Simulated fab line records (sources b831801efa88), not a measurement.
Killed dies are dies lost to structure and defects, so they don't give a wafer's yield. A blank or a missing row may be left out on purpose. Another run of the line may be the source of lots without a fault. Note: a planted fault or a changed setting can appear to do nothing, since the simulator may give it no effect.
fab line records ; flow gf180mcu
record lots=24; wafers=72; last-day=34
route steps=602 shown M3@424 M4@456 V4@480
lots that met no fault: taken from a fault-free run of the same line
start-h: the number of hours between the record's first day and the start of the first shown wafer of the lot ; wait-h: time in hours since the lot's previous step ; " repeats the value in the row above ; L1.1+2: a single row standing in for several wafers ; - no value, or no start given ; * or withheld: withheld ; < > ~ a bound
route shown NAME@n: names a module that has steps shown in the file, with the first one's number in the route ; usual: the fault-free wafers' mean and standard deviation ; same: alike in all rows ; chamber/n: place in a boat ; sites: readings site by site ; _std_site: standard deviation of those values ; _edge_site: mean of outer sites minus mean of inner sites ; radius-mm: how far each site lies from the wafer's centre ; mask NAME#n: copy n ; behind: the last tool/chamber to shape the wafer ; hold: why the lot was held/for how many hours/how that ended ; device: the transistor (n, p or np) that didn't switch ; end of line: tests of these same wafers at the route's end ; a step given without rows: its recipe and nothing more ; killed: not the wafer's yield, but the dies lost to structure and defects at the first sort ; map: dies across one wafer; x = killed, . = not, _ = none there
set.NAME: the setting that was run; set.NAME@STEP: the one run at that earlier step ; model.NAME: the simulator's own value behind a step, which no gauge read
steps of the route over a sample of lots; a table a step, a row a wafer
services: from which hour (start-h, from the record's first day; less than 0 if before it) a tool's chamber was out of use, for how many hours, and why
## steps
# step GF_M3_OVL_MEAS_15
# usual M3_OVL=4/4.9
lot.wafer;tool;chamber;start-h;wait-h;M3_OVL[nm]
L074.2;overlay-02;-;481.53;0.1;14
L074.3;overlay-02;-;481.53;0.1;7
L074.6;overlay-02;-;481.53;0.1;10
L075.1;overlay-01;-;503.26;0.1;9
L075.4;overlay-01;-;503.26;0.1;5
L075.5;overlay-01;-;503.26;0.1;3
L076.1;overlay-01;-;505.11;0.1;4
L076.2;overlay-01;-;505.11;0.1;-2
L076.5;overlay-01;-;505.11;0.1;-2
L077.1;overlay-02;-;525.07;0.1;0
L077.2;overlay-02;-;525.07;0.1;1
L077.3;overlay-02;-;525.07;0.1;2
L078.2;overlay-02;-;529.76;0.1;-4
L078.3;overlay-02;-;529.76;0.1;-4
L078.4;overlay-02;-;529.76;0.1;-3
L079.1;overlay-01;-;552.12;0.1;5
L079.3;overlay-01;-;552.12;0.1;0
L079.6;overlay-01;-;552.12;0.1;-2
L080.1;overlay-02;-;552.47;0.1;10
L080.2;overlay-02;-;552.47;0.1;6
L080.6;overlay-02;-;552.47;0.1;1
L081.3;overlay-02;-;554.53;0.1;4
L081.4;overlay-02;-;554.53;0.1;-3
L081.5;overlay-02;-;554.53;0.1;4
L082.1;overlay-02;-;560.17;0.1;10
L082.2;overlay-02;-;560.17;0.1;9
L082.5;overlay-02;-;560.17;0.1;11
L083.3;overlay-02;-;565.18;0.1;3
L083.4;overlay-02;-;565.18;0.1;-3
L083.5;overlay-02;-;565.18;0.1;1
L084.2;overlay-02;-;568.86;0.1;-4
L084.5;overlay-02;-;568.86;0.1;-1
L084.6;overlay-02;-;568.86;0.1;-1
L085.2;overlay-02;-;582.33;0.1;12
L085.5;overlay-02;-;582.33;0.1;13
L085.6;overlay-02;-;582.33;0.1;6
L086.3;overlay-02;-;590.73;0.1;7
L086.4;overlay-02;-;590.73;0.1;5
L086.5;overlay-02;-;590.73;0.1;9
L087.1;overlay-01;-;597.76;0.1;-4
L087.2;overlay-01;-;597.76;0.1;0
L087.4;overlay-01;-;597.76;0.1;1
L088.2;overlay-01;-;603.96;0.1;6
L088.3;overlay-01;-;603.96;0.1;5
L088.5;overlay-01;-;603.96;0.1;8
L089.1;overlay-01;-;612.72;0.1;6
L089.2;overlay-01;-;612.72;0.1;5
L089.4;overlay-01;-;612.72;0.1;8
L090.1;overlay-01;-;620.91;0.1;7
L090.5;overlay-01;-;620.91;0.1;9
L090.6;overlay-01;-;620.91;0.1;11
L091.1;overlay-02;-;625.18;0.1;-3
L091.4;overlay-02;-;625.18;0.1;3
L091.6;overlay-02;-;625.18;0.1;3
L092.2;overlay-02;-;630.97;0.1;1
L092.5;overlay-02;-;630.97;0.1;4
L092.6;overlay-02;-;630.97;0.1;4
L093.1;overlay-02;-;639.72;0.1;-2
L093.3;overlay-02;-;639.72;0.1;4
L093.4;overlay-02;-;639.72;0.1;5
L094.2;overlay-02;-;649.26;0.1;10
L094.3;overlay-02;-;649.26;0.1;14
L094.5;overlay-02;-;649.26;0.1;14
L095.2;overlay-01;-;655.02;0.1;6
L095.3;overlay-01;-;655.02;0.1;5
L095.5;overlay-01;-;655.02;0.1;9
L096.3;overlay-02;-;659.33;0.1;9
L096.4;overlay-02;-;659.33;0.1;6
L096.6;overlay-02;-;659.33;0.1;2
L097.2;overlay-02;-;670.82;0.1;1
L097.3;overlay-02;-;670.82;0.1;-1
L097.4;overlay-02;-;670.82;0.1;7
# step GF_M3_STRIP_17
# recipe chemistry=O2/N2; power-w=1400; pressure-mtorr=1500; platen-temp-c=250; o2-flow-sccm=3000; n2-flow-sccm=300; overash-fraction=0.5
# usual drypump-motor-current-A=5.8/0.4; heater-power-w=323/48; oes-product-au=0.558/0.0045; strip-time-to-endpoint-s=7.87/0.038
lot.wafer;tool;chamber;start-h;wait-h;drypump-motor-current-A;heater-power-w;oes-product-au;rf-hours-counter-h;strip-time-to-endpoint-s
L074.2;plasma-asher-03;1;481.67;0.1;6.3;367;0.552;85;7.83
L074.3;plasma-asher-03;1;481.67;0.1;6.3;350;0.559;-;7.85
L074.6;plasma-asher-03;1;481.67;0.1;6.3;352;0.558;-;7.80
L075.1;plasma-asher-03;0;503.41;0.1;5.6;369;0.564;87;7.90
L075.4;plasma-asher-03;1;503.41;0.1;6.3;362;0.563;-;7.88
L075.5;plasma-asher-03;0;503.41;0.1;5.6;367;0.565;-;7.90
L076.1;plasma-asher-03;1;505.25;0.1;6.3;357;0.548;87;7.86
L076.2;plasma-asher-03;0;505.25;0.1;5.7;372;0.560;87;7.91
L076.5;plasma-asher-03;0;505.25;0.1;5.7;368;0.563;-;7.90
L077.1;plasma-asher-03;0;525.22;0.1;5.6;376;0.552;90;7.91
L077.2;plasma-asher-03;1;525.22;0.1;6.3;355;0.547;90;7.96
L077.3;plasma-asher-03;0;525.22;0.1;5.6;371;0.555;-;7.90
L078.2;plasma-asher-01;0;530.02;0.1;5.9;249;0.563;77;7.90
L078.3;plasma-asher-01;0;530.02;0.1;5.8;242;0.556;-;7.92
L078.4;plasma-asher-01;1;530.02;0.1;5.6;368;0.553;-;7.90
L079.1;plasma-asher-03;0;552.38;0.2;5.7;374;0.553;93;7.84
L079.3;plasma-asher-03;0;552.38;0.2;5.7;374;0.565;-;7.84
L079.6;plasma-asher-03;1;552.38;0.2;6.3;352;0.559;-;7.83
L080.1;plasma-asher-01;0;552.62;0.1;5.8;251;0.554;80;7.82
L080.2;plasma-asher-01;1;552.62;0.1;5.7;357;0.559;80;7.80
L080.6;plasma-asher-01;0;552.62;0.1;5.8;247;0.551;-;7.81
L081.3;plasma-asher-03;1;554.81;0.1;6.3;347;0.561;-;7.89
L081.4;plasma-asher-03;0;554.81;0.1;5.6;364;0.558;-;7.88
L081.5;plasma-asher-03;0;554.81;0.1;5.6;365;0.561;-;7.92
L082.1;plasma-asher-01;0;560.43;0.2;5.8;246;0.558;81;7.91
L082.2;plasma-asher-01;1;560.43;0.2;5.7;361;0.570;81;7.91
L082.5;plasma-asher-01;1;560.43;0.2;5.7;354;0.558;-;7.94
L083.3;plasma-asher-03;1;565.35;0.1;6.3;357;0.560;-;7.88
L083.4;plasma-asher-03;0;565.35;0.1;5.7;358;0.559;-;7.91
L083.5;plasma-asher-03;1;565.35;0.1;6.3;349;0.557;-;7.93
L084.2;plasma-asher-04;0;569.12;0.1;6.0;266;0.551;14;7.89
L084.5;plasma-asher-04;0;569.12;0.1;6.0;269;0.560;-;7.81
L084.6;plasma-asher-04;1;569.12;0.1;4.9;287;0.549;-;7.89
L085.2;plasma-asher-01;0;582.47;0.1;5.8;254;0.556;83;7.90
L085.5;plasma-asher-01;0;582.47;0.1;5.8;249;0.555;-;7.87
L085.6;plasma-asher-01;1;582.47;0.1;5.7;354;0.558;-;7.87
L086.3;plasma-asher-01;1;590.90;0.1;5.7;356;0.558;-;7.95
L086.4;plasma-asher-01;0;590.90;0.1;5.9;249;0.557;-;7.86
L086.5;plasma-asher-01;1;590.90;0.1;5.6;350;0.557;-;7.90
L087.1;plasma-asher-01;0;597.90;0.1;5.8;250;0.563;84;7.85
L087.2;plasma-asher-01;1;597.90;0.1;5.7;361;0.563;84;7.85
L087.4;plasma-asher-01;0;597.90;0.1;5.8;250;0.563;-;7.88
L088.2;plasma-asher-04;0;604.10;0.1;6.0;269;0.552;18;7.86
L088.3;plasma-asher-04;0;604.10;0.1;6.0;266;0.558;-;7.82
L088.5;plasma-asher-04;1;604.10;0.1;4.8;290;0.560;-;7.87
L089.1;plasma-asher-03;1;612.98;0.2;6.3;349;0.550;99;7.83
L089.2;plasma-asher-03;0;612.98;0.2;5.7;364;0.557;99;7.82
L089.4;plasma-asher-03;1;612.98;0.2;6.3;354;0.555;-;7.81
L090.1;plasma-asher-03;1;621.17;0.2;6.3;346;0.559;100;7.87
L090.5;plasma-asher-03;0;621.17;0.2;5.6;376;0.555;-;7.91
L090.6;plasma-asher-03;1;621.17;0.2;6.3;365;0.559;-;7.84
L091.1;plasma-asher-01;0;625.44;0.2;5.9;251;0.550;88;7.80
L091.4;plasma-asher-01;0;625.44;0.2;5.8;246;0.560;-;7.87
L091.6;plasma-asher-01;1;625.44;0.2;5.7;357;0.560;-;7.86
L092.2;plasma-asher-01;1;631.23;0.1;5.7;357;0.555;89;7.84
L092.5;plasma-asher-01;1;631.23;0.1;5.7;362;0.560;-;7.90
L092.6;plasma-asher-01;0;631.23;0.1;5.8;246;0.556;-;7.84
L093.1;plasma-asher-01;1;639.87;0.1;5.7;358;0.553;90;7.85
L093.3;plasma-asher-01;0;639.87;0.1;5.8;254;0.550;-;7.83
L093.4;plasma-asher-01;1;639.87;0.1;5.7;352;0.564;-;7.89
L094.2;plasma-asher-03;0;649.40;0.1;5.6;372;0.556;103;7.81
L094.3;plasma-asher-03;1;649.40;0.1;6.3;354;0.554;-;7.85
L094.5;plasma-asher-03;0;649.40;0.1;5.6;370;0.558;-;7.86
L095.2;plasma-asher-04;1;655.17;0.1;4.8;286;0.559;23;7.88
L095.3;plasma-asher-04;0;655.17;0.1;6.0;266;0.561;-;7.86
L095.5;plasma-asher-04;1;655.17;0.1;4.9;298;0.560;-;7.84
L096.3;plasma-asher-04;0;659.50;0.1;6.0;267;0.557;-;7.84
L096.4;plasma-asher-04;1;659.50;0.1;4.9;293;0.548;-;7.81
L096.6;plasma-asher-04;1;659.50;0.1;4.9;296;0.569;-;7.83
L097.2;plasma-asher-04;0;670.97;0.1;6.0;260;0.555;24;7.87
L097.3;plasma-asher-04;1;670.97;0.1;4.8;294;0.563;-;7.89
L097.4;plasma-asher-04;0;670.97;0.1;6.0;268;0.569;-;7.89
# step GF_M4_SPUTTER_00
# recipe material=Ti; target-thk-nm=37.5; arriving-ion-energy-ev=80; substrate-temp-c=200; chamber-pressure-pa=2; power-w=4000; time-s=150
# usual throttle-valve-pct=29.9/0.82
lot.wafer;tool;chamber;start-h;wait-h;throttle-valve-pct
L074.2;pvd-sputter-03;-;508.01;0.1;29.9
L074.3;pvd-sputter-03;-;508.01;0.1;29.1
L074.6;pvd-sputter-03;-;508.01;0.1;29.2
L075.1;pvd-sputter-04;-;529.55;0.1;28.7
L075.4;pvd-sputter-04;-;529.55;0.1;30.9
L075.5;pvd-sputter-04;-;529.55;0.1;30.7
L076.1;pvd-sputter-01;-;531.51;0.2;30.2
L076.2;pvd-sputter-01;-;531.51;0.2;30.6
L076.5;pvd-sputter-01;-;531.51;0.2;30.2
L077.1;pvd-sputter-03;-;549.35;0.2;29.8
L077.2;pvd-sputter-03;-;549.35;0.2;29.0
L077.3;pvd-sputter-03;-;549.35;0.2;29.0
L078.2;pvd-sputter-01;-;554.96;0.2;30.4
L078.3;pvd-sputter-01;-;554.96;0.2;29.5
L078.4;pvd-sputter-01;-;554.96;0.2;29.2
L079.1;pvd-sputter-04;-;577.11;0.1;29.0
L079.3;pvd-sputter-04;-;577.11;0.1;31.0
L079.6;pvd-sputter-04;-;577.11;0.1;30.8
L080.1;pvd-sputter-01;-;577.23;0.2;30.5
L080.2;pvd-sputter-01;-;577.23;0.2;30.1
L080.6;pvd-sputter-01;-;577.23;0.2;30.5
L081.3;pvd-sputter-01;-;579.93;0.1;30.5
L081.4;pvd-sputter-01;-;579.93;0.1;29.0
L081.5;pvd-sputter-01;-;579.93;0.1;30.2
L082.1;pvd-sputter-03;-;585.50;0.1;29.3
L082.2;pvd-sputter-03;-;585.50;0.1;29.6
L082.5;pvd-sputter-03;-;585.50;0.1;29.2
L083.3;pvd-sputter-04;-;589.28;0.1;30.9
L083.4;pvd-sputter-04;-;589.28;0.1;31.0
L083.5;pvd-sputter-04;-;589.28;0.1;28.7
L084.2;pvd-sputter-04;-;592.91;0.1;28.6
L084.5;pvd-sputter-04;-;592.91;0.1;30.9
L084.6;pvd-sputter-04;-;592.91;0.1;31.3
L085.2;pvd-sputter-04;-;606.56;0.2;31.1
L085.5;pvd-sputter-04;-;606.56;0.2;29.2
L085.6;pvd-sputter-04;-;606.56;0.2;30.9
L086.3;pvd-sputter-04;-;614.74;0.2;30.2
L086.4;pvd-sputter-04;-;614.74;0.2;30.9
L086.5;pvd-sputter-04;-;614.74;0.2;29.0
L087.1;pvd-sputter-04;-;621.27;0.2;28.9
L087.2;pvd-sputter-04;-;621.27;0.2;30.3
L087.4;pvd-sputter-04;-;621.27;0.2;30.9
L088.2;pvd-sputter-03;-;628.05;0.2;29.2
L088.3;pvd-sputter-03;-;628.05;0.2;29.3
L088.5;pvd-sputter-03;-;628.05;0.2;29.1
L089.1;pvd-sputter-04;-;636.29;0.2;31.1
L089.2;pvd-sputter-04;-;636.29;0.2;29.9
L089.4;pvd-sputter-04;-;636.29;0.2;30.8
L090.1;pvd-sputter-04;-;643.10;0.2;30.9
L090.5;pvd-sputter-04;-;643.10;0.2;30.9
L090.6;pvd-sputter-04;-;643.10;0.2;30.4
L091.1;pvd-sputter-04;-;648.00;0.2;28.7
L091.4;pvd-sputter-04;-;648.00;0.2;31.0
L091.6;pvd-sputter-04;-;648.00;0.2;31.1
L092.2;pvd-sputter-01;-;653.17;0.2;30.4
L092.5;pvd-sputter-01;-;653.17;0.2;28.9
L092.6;pvd-sputter-01;-;653.17;0.2;30.2
L093.1;pvd-sputter-04;-;661.77;0.1;31.0
L093.3;pvd-sputter-04;-;661.77;0.1;30.5
L093.4;pvd-sputter-04;-;661.77;0.1;28.9
L094.2;pvd-sputter-03;-;671.25;0.2;29.0
L094.3;pvd-sputter-03;-;671.25;0.2;29.8
L094.5;pvd-sputter-03;-;671.25;0.2;29.3
L095.2;pvd-sputter-04;-;678.07;0.2;31.1
L095.3;pvd-sputter-04;-;678.07;0.2;31.1
L095.5;pvd-sputter-04;-;678.07;0.2;29.0
L096.3;pvd-sputter-01;-;681.36;0.1;29.2
L096.4;pvd-sputter-01;-;681.36;0.1;30.1
L096.6;pvd-sputter-01;-;681.36;0.1;29.0
L097.2;pvd-sputter-03;-;692.71;0.2;29.1
L097.3;pvd-sputter-03;-;692.71;0.2;29.0
L097.4;pvd-sputter-03;-;692.71;0.2;29.2
# step GF_M4_SPUTTER_02
# recipe material=AlCu; target-thk-nm=450; power-w=10600; time-s=23.9; chamber-pressure-pa=0.4
# usual throttle-valve-pct=29.9/0.83
lot.wafer;tool;chamber;start-h;wait-h;throttle-valve-pct
L074.2;pvd-sputter-03;-;508.16;0.0;30.1
L074.3;pvd-sputter-03;-;508.16;0.0;29.4
L074.6;pvd-sputter-03;-;508.16;0.0;28.8
L075.1;pvd-sputter-04;-;529.69;0.0;28.7
L075.4;pvd-sputter-04;-;529.69;0.0;30.8
L075.5;pvd-sputter-04;-;529.69;0.0;31.0
L076.1;pvd-sputter-01;-;531.64;0.0;30.2
L076.2;pvd-sputter-01;-;531.64;0.0;30.5
L076.5;pvd-sputter-01;-;531.64;0.0;30.2
L077.1;pvd-sputter-03;-;549.48;0.0;29.9
L077.2;pvd-sputter-03;-;549.48;0.0;29.2
L077.3;pvd-sputter-03;-;549.48;0.0;29.0
L078.2;pvd-sputter-01;-;555.09;0.0;30.5
L078.3;pvd-sputter-01;-;555.09;0.0;29.5
L078.4;pvd-sputter-01;-;555.09;0.0;29.0
L079.1;pvd-sputter-04;-;577.24;0.0;28.9
L079.3;pvd-sputter-04;-;577.24;0.0;31.0
L079.6;pvd-sputter-04;-;577.24;0.0;31.1
L080.1;pvd-sputter-01;-;577.36;0.0;30.9
L080.2;pvd-sputter-01;-;577.36;0.0;29.3
L080.6;pvd-sputter-01;-;577.36;0.0;30.4
L081.3;pvd-sputter-01;-;580.06;0.0;30.1
L081.4;pvd-sputter-01;-;580.06;0.0;29.3
L081.5;pvd-sputter-01;-;580.06;0.0;30.4
L082.1;pvd-sputter-03;-;585.63;0.0;29.0
L082.2;pvd-sputter-03;-;585.63;0.0;29.7
L082.5;pvd-sputter-03;-;585.63;0.0;29.3
L083.3;pvd-sputter-04;-;589.41;0.0;31.2
L083.4;pvd-sputter-04;-;589.41;0.0;30.9
L083.5;pvd-sputter-04;-;589.41;0.0;28.9
L084.2;pvd-sputter-04;-;593.04;0.0;28.7
L084.5;pvd-sputter-04;-;593.04;0.0;31.2
L084.6;pvd-sputter-04;-;593.04;0.0;31.0
L085.2;pvd-sputter-04;-;606.69;0.0;31.2
L085.5;pvd-sputter-04;-;606.69;0.0;28.7
L085.6;pvd-sputter-04;-;606.69;0.0;30.7
L086.3;pvd-sputter-04;-;614.87;0.0;30.5
L086.4;pvd-sputter-04;-;614.87;0.0;30.9
L086.5;pvd-sputter-04;-;614.87;0.0;29.0
L087.1;pvd-sputter-04;-;621.40;0.0;28.9
L087.2;pvd-sputter-04;-;621.40;0.0;30.3
L087.4;pvd-sputter-04;-;621.40;0.0;31.1
L088.2;pvd-sputter-03;-;628.18;0.0;29.0
L088.3;pvd-sputter-03;-;628.18;0.0;29.0
L088.5;pvd-sputter-03;-;628.18;0.0;29.3
L089.1;pvd-sputter-04;-;636.42;0.0;30.9
L089.2;pvd-sputter-04;-;636.42;0.0;30.3
L089.4;pvd-sputter-04;-;636.42;0.0;30.7
L090.1;pvd-sputter-04;-;643.23;0.0;30.9
L090.5;pvd-sputter-04;-;643.23;0.0;31.4
L090.6;pvd-sputter-04;-;643.23;0.0;30.6
L091.1;pvd-sputter-04;-;648.13;0.0;29.1
L091.4;pvd-sputter-04;-;648.13;0.0;31.0
L091.6;pvd-sputter-04;-;648.13;0.0;31.1
L092.2;pvd-sputter-01;-;653.30;0.0;30.5
L092.5;pvd-sputter-01;-;653.30;0.0;29.3
L092.6;pvd-sputter-01;-;653.30;0.0;30.2
L093.1;pvd-sputter-04;-;661.90;0.0;31.0
L093.3;pvd-sputter-04;-;661.90;0.0;30.0
L093.4;pvd-sputter-04;-;661.90;0.0;28.6
L094.2;pvd-sputter-03;-;671.38;0.0;29.2
L094.3;pvd-sputter-03;-;671.38;0.0;29.6
L094.5;pvd-sputter-03;-;671.38;0.0;29.2
L095.2;pvd-sputter-04;-;678.20;0.0;31.0
L095.3;pvd-sputter-04;-;678.20;0.0;31.1
L095.5;pvd-sputter-04;-;678.20;0.0;28.8
L096.3;pvd-sputter-01;-;681.49;0.0;29.0
L096.4;pvd-sputter-01;-;681.49;0.0;30.2
L096.6;pvd-sputter-01;-;681.49;0.0;29.0
L097.2;pvd-sputter-03;-;692.84;0.0;29.2
L097.3;pvd-sputter-03;-;692.84;0.0;28.7
L097.4;pvd-sputter-03;-;692.84;0.0;29.1
# step GF_M4_THK_MEAS_06
# recipe thk-meas-gauge=xrf; reads=AlCu_of_M4_SPUTTER_02
# usual M4_ALCU_THK=436/5.3
lot.wafer;tool;chamber;start-h;wait-h;M4_ALCU_THK[nm]
L074.2;film-metro-03;-;508.39;0.1;428
L074.3;film-metro-03;-;508.39;0.1;432
L074.6;film-metro-03;-;508.39;0.1;430
L075.1;film-metro-04;-;529.90;0.1;438
L075.4;film-metro-04;-;529.90;0.1;433
L075.5;film-metro-04;-;529.90;0.1;437
L076.1;film-metro-01;-;531.85;0.1;434
L076.2;film-metro-01;-;531.85;0.1;429
L076.5;film-metro-01;-;531.85;0.1;431
L077.1;film-metro-03;-;549.69;0.1;427
L077.2;film-metro-03;-;549.69;0.1;432
L077.3;film-metro-03;-;549.69;0.1;429
L078.2;film-metro-01;-;555.31;0.1;437
L078.3;film-metro-01;-;555.31;0.1;433
L078.4;film-metro-01;-;555.31;0.1;440
L079.1;film-metro-01;-;577.45;0.1;442
L079.3;film-metro-01;-;577.45;0.1;432
L079.6;film-metro-01;-;577.45;0.1;435
L080.1;film-metro-04;-;577.57;0.1;433
L080.2;film-metro-04;-;577.57;0.1;431
L080.6;film-metro-04;-;577.57;0.1;430
L081.3;film-metro-01;-;580.29;0.1;434
L081.4;film-metro-01;-;580.29;0.1;437
L081.5;film-metro-01;-;580.29;0.1;438
L082.1;film-metro-04;-;585.84;0.1;442
L082.2;film-metro-04;-;585.84;0.1;436
L082.5;film-metro-04;-;585.84;0.1;445
L083.3;film-metro-01;-;589.64;0.1;439
L083.4;film-metro-01;-;589.64;0.1;434
L083.5;film-metro-01;-;589.64;0.1;440
L084.2;film-metro-04;-;593.27;0.1;436
L084.5;film-metro-04;-;593.27;0.1;438
L084.6;film-metro-04;-;593.27;0.1;438
L085.2;film-metro-01;-;606.91;0.1;437
L085.5;film-metro-01;-;606.91;0.1;438
L085.6;film-metro-01;-;606.91;0.1;435
L086.3;film-metro-01;-;615.10;0.1;436
L086.4;film-metro-01;-;615.10;0.1;439
L086.5;film-metro-01;-;615.10;0.1;441
L087.1;film-metro-03;-;621.61;0.1;435
L087.2;film-metro-03;-;621.61;0.1;434
L087.4;film-metro-03;-;621.61;0.1;442
L088.2;film-metro-04;-;628.40;0.1;439
L088.3;film-metro-04;-;628.40;0.1;441
L088.5;film-metro-04;-;628.40;0.1;444
L089.1;film-metro-03;-;636.63;0.1;445
L089.2;film-metro-03;-;636.63;0.1;436
L089.4;film-metro-03;-;636.63;0.1;434
L090.1;film-metro-04;-;643.44;0.1;440
L090.5;film-metro-04;-;643.44;0.1;434
L090.6;film-metro-04;-;643.44;0.1;431
L091.1;film-metro-01;-;648.34;0.1;436
L091.4;film-metro-01;-;648.34;0.1;433
L091.6;film-metro-01;-;648.34;0.1;440
L092.2;film-metro-03;-;653.52;0.1;427
L092.5;film-metro-03;-;653.52;0.1;431
L092.6;film-metro-03;-;653.52;0.1;431
L093.1;film-metro-04;-;662.11;0.1;435
L093.3;film-metro-04;-;662.11;0.1;437
L093.4;film-metro-04;-;662.11;0.1;443
L094.2;film-metro-03;-;671.60;0.1;439
L094.3;film-metro-03;-;671.60;0.1;432
L094.5;film-metro-03;-;671.60;0.1;438
L095.2;film-metro-01;-;678.42;0.1;450
L095.3;film-metro-01;-;678.42;0.1;440
L095.5;film-metro-01;-;678.42;0.1;450
L096.3;film-metro-03;-;681.72;0.1;433
L096.4;film-metro-03;-;681.72;0.1;435
L096.6;film-metro-03;-;681.72;0.1;434
L097.2;film-metro-01;-;693.06;0.1;435
L097.3;film-metro-01;-;693.06;0.1;443
L097.4;film-metro-01;-;693.06;0.1;446
# step GF_V4_CMP_04
# recipe material=SiO2; down-force-psi=4; platen-rpm=60; pad-velocity-m-s=0.94248
# usual motor-current-A=11.7/1.2; time-to-endpoint-s=82/5.5
lot.wafer;tool;chamber;start-h;wait-h;motor-current-A;time-to-endpoint-s
L074.2;cmp-01;1;532.78;0.0;10.0;77
L074.3;cmp-01;3;532.78;0.0;10.0;69
L074.6;cmp-01;2;532.78;0.0;13.0;72
L075.4;cmp-01;2;554.22;0.1;12.7;83
L075.1;cmp-01;0;554.22;0.1;11.2;83
L075.5;cmp-01;1;554.22;0.1;9.9;87
L076.2;cmp-01;0;554.81;0.0;11.1;84
L076.1;cmp-01;2;554.81;0.0;13.2;78
L076.5;cmp-01;0;554.81;0.0;11.4;90
L077.3;cmp-02;3;572.48;0.0;12.1;78
L077.1;cmp-02;0;572.48;0.0;13.1;76
L077.2;cmp-02;2;572.48;0.0;11.6;83
L078.3;cmp-01;2;578.15;0.2;13.4;85
L078.4;cmp-01;0;578.15;0.2;11.2;96
L078.2;cmp-01;1;578.15;0.2;10.1;84
L080.2;cmp-01;0;600.18;0.0;11.3;84
L080.1;cmp-01;2;600.18;0.0;13.1;75
L080.6;cmp-01;1;600.18;0.0;10.1;94
L079.3;cmp-02;1;600.66;0.1;11.8;77
L079.1;cmp-02;2;600.66;0.1;10.9;74
L079.6;cmp-02;0;600.66;0.1;14.3;80
L081.3;cmp-02;2;603.22;0.1;10.9;82
L081.4;cmp-02;3;603.22;0.1;11.7;82
L081.5;cmp-02;1;603.22;0.1;11.8;86
L082.1;cmp-01;1;607.89;0.1;9.5;75
L082.2;cmp-01;0;607.89;0.1;11.2;90
L082.5;cmp-01;2;607.89;0.1;12.6;81
L083.4;cmp-02;2;611.47;0.0;10.6;81
L083.3;cmp-02;1;611.47;0.0;12.0;84
L083.5;cmp-02;2;611.47;0.0;10.6;80
L084.2;cmp-02;1;614.88;0.0;11.9;83
L084.5;cmp-02;1;614.88;0.0;12.0;87
L084.6;cmp-02;2;614.88;0.0;11.2;89
L085.2;cmp-02;0;628.74;0.2;13.1;86
L085.5;cmp-02;1;628.74;0.2;11.5;88
L085.6;cmp-02;2;628.74;0.2;11.6;81
L086.4;cmp-02;3;637.02;0.0;12.4;77
L086.3;cmp-02;2;637.02;0.0;11.1;77
L086.5;cmp-02;0;637.02;0.0;13.3;81
L087.4;cmp-01;2;642.07;0.0;13.6;84
L087.1;cmp-01;0;642.07;0.0;11.1;74
L087.2;cmp-01;1;642.07;0.0;10.0;74
L088.3;cmp-02;2;649.51;0.1;10.6;74
L088.2;cmp-02;0;649.51;0.1;12.9;84
L088.5;cmp-02;1;649.51;0.1;11.4;89
L089.4;cmp-02;2;657.19;0.1;11.3;80
L089.1;cmp-02;3;657.19;0.1;12.6;74
L089.2;cmp-02;0;657.19;0.1;13.2;76
L090.1;cmp-02;1;664.33;0.2;11.8;89
L090.5;cmp-02;2;664.33;0.2;10.2;87
L090.6;cmp-02;3;664.33;0.2;12.3;86
L091.4;cmp-02;1;668.66;0.0;11.8;90
L091.1;cmp-02;3;668.66;0.0;12.1;80
L091.6;cmp-02;2;668.66;0.0;10.7;83
L092.2;cmp-02;1;674.21;0.1;11.6;88
L092.5;cmp-02;0;674.21;0.1;13.2;89
L092.6;cmp-02;1;674.21;0.1;11.6;92
L093.1;cmp-02;0;682.05;0.1;13.6;82
L093.4;cmp-02;1;682.05;0.1;11.7;97
L093.3;cmp-02;2;682.05;0.1;10.3;87
L094.2;cmp-01;3;691.46;0.0;10.2;83
L094.3;cmp-01;2;691.46;0.0;13.2;81
L094.5;cmp-01;0;691.46;0.0;10.9;97
L095.3;cmp-02;3;697.56;0.1;12.6;75
L095.2;cmp-02;1;697.56;0.1;11.5;85
L095.5;cmp-02;3;697.56;0.1;12.2;81
L096.4;cmp-01;3;701.51;0.1;10.5;77
L096.3;cmp-01;1;701.51;0.1;10.4;79
L096.6;cmp-01;3;701.51;0.1;10.7;81
L097.3;cmp-01;3;712.41;0.0;10.7;78
L097.2;cmp-01;1;712.41;0.0;9.9;78
L097.4;cmp-01;2;712.41;0.0;13.4;83
## services
tool;chamber;start-h;hours;kind
cmp-02;-;461.91;3.0;repair
cmp-02;-;469.86;0.3;repair
cmp-02;-;472.93;0.4;repair
cmp-01;-;484.61;3.4;repair
pvd-sputter-04;0;503.79;-;consumable-replace:kit
pvd-sputter-04;0;503.79;18.0;scheduled-down
pvd-sputter-04;0;503.79;18.0;vent-cycle
pvd-sputter-03;-;504.33;1.9;repair
pvd-sputter-03;-;506.10;1.4;repair
plasma-asher-04;-;506.35;3.5;repair
cmp-01;-;509.36;8.2;pm
plasma-asher-01;-;519.76;6.1;repair
pvd-sputter-04;-;526.63;2.8;repair
pvd-sputter-03;-;562.46;2.1;repair
pvd-sputter-04;-;570.96;2.2;repair
cmp-01;-;572.13;4.0;pm
cmp-02;-;577.47;6.2;pm
plasma-asher-03;-;586.01;2.2;repair
pvd-sputter-03;-;597.00;3.0;repair
pvd-sputter-03;-;599.05;1.1;repair
pvd-sputter-03;-;642.60;6.3;repair
pvd-sputter-01;-;662.95;7.4;repair
cmp-01;-;668.05;6.7;pm
pvd-sputter-04;3;679.10;-;consumable-replace:kit
## key
fault none
